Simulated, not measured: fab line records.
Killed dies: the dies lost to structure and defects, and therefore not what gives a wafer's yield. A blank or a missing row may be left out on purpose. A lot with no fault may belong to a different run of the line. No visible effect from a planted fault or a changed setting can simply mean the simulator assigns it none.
The tool behind it: which one? ; flow gf180mcu ; 72 wafers from 24 lots sampled at 6 of the route's 602 steps

WHAT THE GAUGES READ, wafer by wafer
GF_STI_THK_MEAS_02.
lot;measured;on;STI_OXIDATION_THK (nm)
L074;day 1 11:31;film-metro-02;10.30 10.38 10.40
L075;day 1 17:37;film-metro-04;10.13 10.19 10.10
L076;day 1 21:31;film-metro-02;9.79 9.97 9.95
L077;day 2 02:31;film-metro-02;9.98 10.02 9.98
L078;day 2 07:54;film-metro-02;9.85 9.64 9.90
L079;day 2 12:35;film-metro-02;10.35 10.34 10.45
L080;day 2 17:31;film-metro-02;10.16 9.92 9.87
L081;day 2 23:29;film-metro-02;10.00 10.19 9.83
L082;day 3 03:31;film-metro-04;10.31 10.41 10.32
L083;day 3 08:52;film-metro-04;10.08 9.98 9.90
L084;day 3 13:31;film-metro-02;9.95 9.82 9.93
L085;day 3 19:29;film-metro-04;10.05 10.24 10.19
L086;day 3 23:31;film-metro-02;10.33 10.18 10.24
L087;day 4 05:04;film-metro-02;10.10 9.92 9.98
L088;day 4 09:40;film-metro-01;9.97 9.96 9.95
L089;day 4 14:31;film-metro-02;10.25 10.18 10.16
L090;day 4 19:31;film-metro-04;10.28 10.16 10.11
L091;day 5 00:55;film-metro-02;10.16 10.02 10.08
L092;day 5 07:46;film-metro-04;9.98 9.81 9.91
L093;day 5 10:44;film-metro-02;10.08 9.93 9.91
L094;day 5 16:52;film-metro-04;10.32 10.31 10.51
L095;day 5 20:31;film-metro-02;10.30 10.26 10.40
L096;day 6 01:31;film-metro-02;9.99 10.20 10.16
L097;day 6 06:31;film-metro-02;10.11 10.00 9.90

GF_VT_IMPLANT_OVL_MEAS_29.
lot;measured;on;VT_IMPLANT_02_OVL (nm)
L074;day 6 20:28;overlay-02;-0.2 -0.8 -1.5
L075;day 7 04:28;overlay-02;-3.3 -1.0 -4.1
L076;day 7 09:28;overlay-01;1.2 0.3 1.5
L077;day 7 16:49;overlay-01;-1.3 -2.3 -1.4
L078;day 7 21:49;overlay-01;-0.5 -0.6 -2.0
L079;day 8 03:28;overlay-02;-2.8 -0.8 -0.5
L080;day 8 13:13;overlay-02;-1.6 -0.1 -2.5
L081;day 9 00:40;overlay-01;-3.1 -3.3 -1.9
L082;day 9 04:31;overlay-02;-0.4 1.4 0.1
L083;day 9 09:07;overlay-02;-0.8 -0.5 2.1
L084;day 9 15:07;overlay-02;-1.4 -1.7 -1.8
L085;day 9 23:43;overlay-01;0.2 -0.9 -0.2
L086;day 10 03:58;overlay-01;2.1 2.7 2.4
L087;day 10 09:44;overlay-01;1.8 -1.5 0.0
L088;day 10 18:04;overlay-02;-2.5 -1.0 0.3
L089;day 11 00:34;overlay-02;0.3 1.6 0.6
L090;day 11 05:40;overlay-01;-0.6 -0.7 2.1
L091;day 11 14:24;overlay-01;-0.3 0.9 0.3
L092;day 12 02:16;overlay-02;-1.7 -0.4 -1.9
L093;day 12 02:47;overlay-01;-0.8 -0.4 -1.1
L094;day 12 12:00;overlay-02;-1.4 0.5 0.1
L095;day 12 23:34;overlay-01;-1.8 -0.6 -1.0
L096;day 12 22:52;overlay-02;-1.9 -2.0 0.2
L097;day 13 05:49;overlay-02;1.0 0.1 -1.1

GF_M2_OVL_MEAS_15.
lot;measured;on;M2_OVL (nm)
L074;day 19 07:58;overlay-01;1 -3 0
L075;day 19 21:18;overlay-02;10 7 13
L076;day 20 01:49;overlay-01;-4 2 1
L077;day 20 14:22;overlay-02;1 4 0
L078;day 20 21:36;overlay-01;0 6 -1
L079;day 21 05:13;overlay-01;-8 -1 2
L080;day 21 14:56;overlay-02;10 7 10
L081;day 22 09:19;overlay-01;6 7 7
L082;day 22 14:44;overlay-02;3 3 5
L083;day 22 23:54;overlay-02;0 -10 -5
L084;day 23 02:20;overlay-01;-4 6 -3
L085;day 23 13:05;overlay-02;6 -1 -1
L086;day 23 16:59;overlay-01;1 9 0
L087;day 24 02:08;overlay-01;-4 -3 2
L088;day 24 11:24;overlay-02;2 1 0
L089;day 24 19:45;overlay-01;1 -7 2
L090;day 25 04:27;overlay-01;-2 -1 -4
L091;day 25 08:28;overlay-02;1 9 -1
L092;day 26 02:09;overlay-01;8 1 -4
L093;day 26 03:19;overlay-02;15 13 12
L094;day 26 08:37;overlay-02;-3 -3 0
L095;day 27 00:18;overlay-02;-3 -1 -7
L096;day 26 22:00;overlay-01;-3 2 -5
L097;day 27 07:24;overlay-02;3 3 9

GF_M3_CD_MEAS_14 targets a cd of 280 nm.
lot;measured;on;cd-nm (nm)
L074;day 21 10:56;cd-sem-01;280.6 279.8 280.2
L075;day 22 00:16;cd-sem-02;279.4 280.3 279.6
L076;day 22 04:47;cd-sem-01;281.5 280.2 282.2
L077;day 22 16:35;cd-sem-02;280.8 281.2 279.6
L078;day 23 00:12;cd-sem-01;278.6 277.9 279.1
L079;day 23 06:58;cd-sem-01;279.3 279.7 278.4
L080;day 23 15:16;cd-sem-01;281.2 280.3 280.2
L081;day 24 09:35;cd-sem-02;279.0 278.1 277.7
L082;day 24 14:07;cd-sem-02;280.6 280.6 280.4
L083;day 24 22:42;cd-sem-02;280.5 280.4 280.9
L084;day 25 02:07;cd-sem-02;280.7 280.3 282.3
L085;day 25 12:37;cd-sem-02;278.7 277.9 278.1
L086;day 25 15:59;cd-sem-01;281.7 281.5 281.7
L087;day 26 00:46;cd-sem-01;279.8 280.3 280.8
L088;day 26 09:47;cd-sem-01;279.4 279.3 280.1
L089;day 26 16:24;cd-sem-01;280.3 280.8 280.8
L090;day 27 01:45;cd-sem-02;281.5 281.0 280.5
L091;day 27 05:26;cd-sem-01;278.0 279.9 277.7
L092;day 27 23:10;cd-sem-02;281.1 282.4 280.6
L093;day 28 00:07;cd-sem-01;279.8 281.1 280.8
L094;day 28 04:00;cd-sem-01;279.3 279.9 280.5
L095;day 28 19:53;cd-sem-01;278.8 278.2 279.9
L096;day 28 15:40;cd-sem-01;280.4 281.1 279.5
L097;day 29 01:22;cd-sem-02;282.2 282.8 281.1

GF_TOP_METAL_THK_MEAS_06: measures by xrf.
lot;measured;on;TOP_METAL_ALCU_THK (nm)
L074;day 27 09:44;film-metro-01;912 908 907
L075;day 27 20:41;film-metro-02;909 898 903
L076;day 28 01:51;film-metro-01;905 906 907
L077;day 28 11:29;film-metro-03;905 904 906
L078;day 28 16:27;film-metro-01;924 918 908
L079;day 28 23:53;film-metro-02;916 921 921
L080;day 29 06:40;film-metro-01;931 925 928
L081;day 29 21:49;film-metro-01;903 895 891
L082;day 30 01:08;film-metro-03;886 895 885
L083;day 30 08:55;film-metro-02;917 904 902
L084;day 30 11:04;film-metro-02;922 919 920
L085;day 30 21:54;film-metro-03;895 888 896
L086;day 31 00:37;film-metro-01;905 910 915
L087;day 31 07:07;film-metro-02;892 888 893
L088;day 31 18:23;film-metro-01;922 926 924
L089;day 31 22:10;film-metro-01;919 922 909
L090;day 32 05:04;film-metro-01;914 906 915
L091;day 32 06:45;film-metro-02;904 908 891
L092;day 32 21:32;film-metro-03;897 898 896
L093;day 32 22:32;film-metro-02;924 922 912
L094;day 33 01:36;film-metro-01;937 921 914
L095;day 33 14:08;film-metro-02;914 919 925
L096;day 33 13:09;film-metro-03;891 894 892
L097;day 33 19:50;film-metro-01;912 913 911

WHAT TOOL EACH LOT RAN ON (gives the tool, then ch and the chambers of the sampled wafers, and finally the start)
lot;GF_V2_CMP_04
L074;cmp-01 ch 1,2,3, day 19 09:03
L075;cmp-01 ch 2,3, day 19 22:14
L076;cmp-01 ch 1,2,3, day 20 02:51
L077;cmp-02 ch 0,1,2, day 20 15:22
L078;cmp-02 ch 0,2, day 20 23:50
L079;cmp-01 ch 1,2,3, day 21 06:11
L080;cmp-01 ch 0,1,3, day 21 16:01
L081;cmp-01 ch 0,2,3, day 22 10:21
L082;cmp-01 ch 0,2,3, day 22 15:46
L083;cmp-01 ch 0,2, day 23 00:52
L084;cmp-02 ch 2,3, day 23 04:37
L085;cmp-01 ch 1,2,3, day 23 14:11
L086;cmp-02 ch 1,3, day 23 18:22
L087;cmp-02 ch 0,1,3, day 24 03:11
L088;cmp-02 ch 0,1,2, day 24 12:22
L089;cmp-02 ch 0,1,3, day 24 20:49
L090;cmp-01 ch 0,1,2, day 25 05:24
L091;cmp-01 ch 0,2,3, day 25 09:35
L092;cmp-01 ch 0,2,3, day 26 03:32
L093;cmp-02 ch 0,3, day 26 04:19
L094;cmp-01 ch 1,2,3, day 26 09:59
L095;cmp-01 ch 0,1,3, day 27 01:37
L096;cmp-01 ch 1,2, day 26 23:12
L097;cmp-02 ch 0,1,3, day 27 08:26
- GF_V2_CMP_04: polishes SiO2.

AS READ BY THE TOOLS THEMSELVES (means over the sampled wafers that have a number; for cases with no such wafer, the mark the record gives instead)
GF_V2_CMP_04.
lot;tool;motor-current-A (A);time-to-endpoint-s (s)
L074;cmp-01;12.2;75
L075;cmp-01;11.7;80
L076;cmp-01;11.9;77
L077;cmp-02;11.1;81
L078;cmp-02;11.5;77
L079;cmp-01;12.1;71
L080;cmp-01;11.8;83
L081;cmp-01;11.3;79
L082;cmp-01;11.7;78
L083;cmp-01;11.5;81
L084;cmp-02;11.8;77
L085;cmp-01;11.8;82
L086;cmp-02;12.7;80
L087;cmp-02;11.8;84
L088;cmp-02;11.2;80
L089;cmp-02;11.9;82
L090;cmp-01;12.0;72
L091;cmp-01;11.7;75
L092;cmp-01;11.6;75
L093;cmp-02;12.4;83
L094;cmp-01;12.1;76
L095;cmp-01;11.8;75
L096;cmp-01;12.0;78
L097;cmp-02;12.4;87

THE ANSWER, worked out from the rows above alone
Rule: what is usual is taken from the lots themselves. The widest of any qualifying gaps counts: lots, ordered by their means at a reading, are off when they make up no more than a third of the lots, leave a main group of 4 or more, and stand apart from it by 3 or more times the standard deviation of that group's means. Not used: any main group whose means are identical at the precision the tables above print for the reading. A lot without any number at a reading at which 4 lots or more have one is off too. The other lots that the step has rows for count as sound. Order of review: gauges by route order, followed by the tools' own readings, for which a lot's mean as printed above is used. The first step at which some lot is off is used, and at that step the reading that is off furthest; a lot without a number counts as furthest.
Nothing can be told from this: no lot is off at any reading shown.

WHAT THE SIMULATOR HAD INSERTED
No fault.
